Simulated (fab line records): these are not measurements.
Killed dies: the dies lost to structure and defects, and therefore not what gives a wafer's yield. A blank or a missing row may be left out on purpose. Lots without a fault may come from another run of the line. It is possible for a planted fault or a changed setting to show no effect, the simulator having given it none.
Which of the tools did it? + flow sky130 + Sampling: 10 lots, 28 wafers, 3 of 708 route steps

WHAT THE GAUGES SHOWED, per wafer
SKY_VIA2_CD_MEAS_12 targets a cd of 200 nm.
| lot  | measured     | on        | cd-nm (nm)        |
|------|--------------|-----------|-------------------|
| L137 | day 37 11:05 | cd-sem-01 | 199.0 200.5 200.9 |
| L138 | day 37 11:48 | cd-sem-01 | 199.5 199.5 201.6 |
| L140 | day 38 09:28 | cd-sem-01 | 201.8 200.9 203.1 |
| L143 | day 39 16:31 | cd-sem-02 | 201.8 201.0       |
| L145 | day 39 22:34 | cd-sem-02 | 198.8 200.1       |
| L154 | day 41 20:41 | cd-sem-01 | 198.4 199.2 198.8 |
| L155 | day 41 22:13 | cd-sem-01 | 198.4 198.3 200.6 |
| L156 | day 41 23:57 | cd-sem-01 | 201.7 201.3 199.8 |
| L159 | day 42 22:24 | cd-sem-02 | 200.2 200.0 201.7 |
| L160 | day 43 02:03 | cd-sem-01 | 199.5 198.3 199.6 |

TOOL THAT RAN EACH LOT (tool first, then ch and the chambers of the sampled wafers, then the start)
| lot  | SKY_METAL2_SPUTTER_00        | SKY_VIA2_CMP_02               |
|------|------------------------------|-------------------------------|
| L137 | pvd-sputter-02, day 35 05:31 | cmp-02 ch 0,2,3, day 36 08:58 |
| L138 | pvd-sputter-04, day 35 06:43 | cmp-01 ch 0,2, day 36 09:13   |
| L140 | pvd-sputter-04, day 36 04:52 | cmp-01 ch 0,1,3, day 37 07:24 |
| L143 | pvd-sputter-02, day 37 11:56 | cmp-01 ch 1,3, day 38 15:14   |
| L145 | pvd-sputter-04, day 37 19:47 | cmp-01 ch 0,1, day 38 22:13   |
| L154 | pvd-sputter-01, day 39 20:03 | cmp-02 ch 1,2, day 40 20:41   |
| L155 | pvd-sputter-02, day 39 21:01 | cmp-02 ch 1,3, day 40 22:34   |
| L156 | pvd-sputter-04, day 39 21:40 | cmp-02 ch 1,3, day 40 23:43   |
| L159 | pvd-sputter-02, day 40 22:35 | cmp-02 ch 0,1,3, day 41 23:22 |
| L160 | pvd-sputter-04, day 41 01:34 | cmp-02 ch 0,1,3, day 42 02:49 |
- SKY_METAL2_SPUTTER_00: material Ti, target thk 15 nm, time 10 s.
- SKY_VIA2_CMP_02: polishes SiO2.

THE ANSWER, worked out from the rows above alone
Rule: usual is defined by the lots themselves. The widest of any qualifying gaps counts: lots, ordered by their means at a reading, are off when they make up no more than a third of the lots, leave a main group of 4 or more, and stand apart from it by 3 or more times the standard deviation of that group's means. If all means in a main group match to the digits the tables above print for the reading, that group is not used. A lot without any number at a reading at which 4 lots or more have one is off too. All remaining lots with rows at the step are treated as sound.
None of the lots is off at any reading shown; this tells nothing.

WHAT THE SIMULATOR HAD PUT IN
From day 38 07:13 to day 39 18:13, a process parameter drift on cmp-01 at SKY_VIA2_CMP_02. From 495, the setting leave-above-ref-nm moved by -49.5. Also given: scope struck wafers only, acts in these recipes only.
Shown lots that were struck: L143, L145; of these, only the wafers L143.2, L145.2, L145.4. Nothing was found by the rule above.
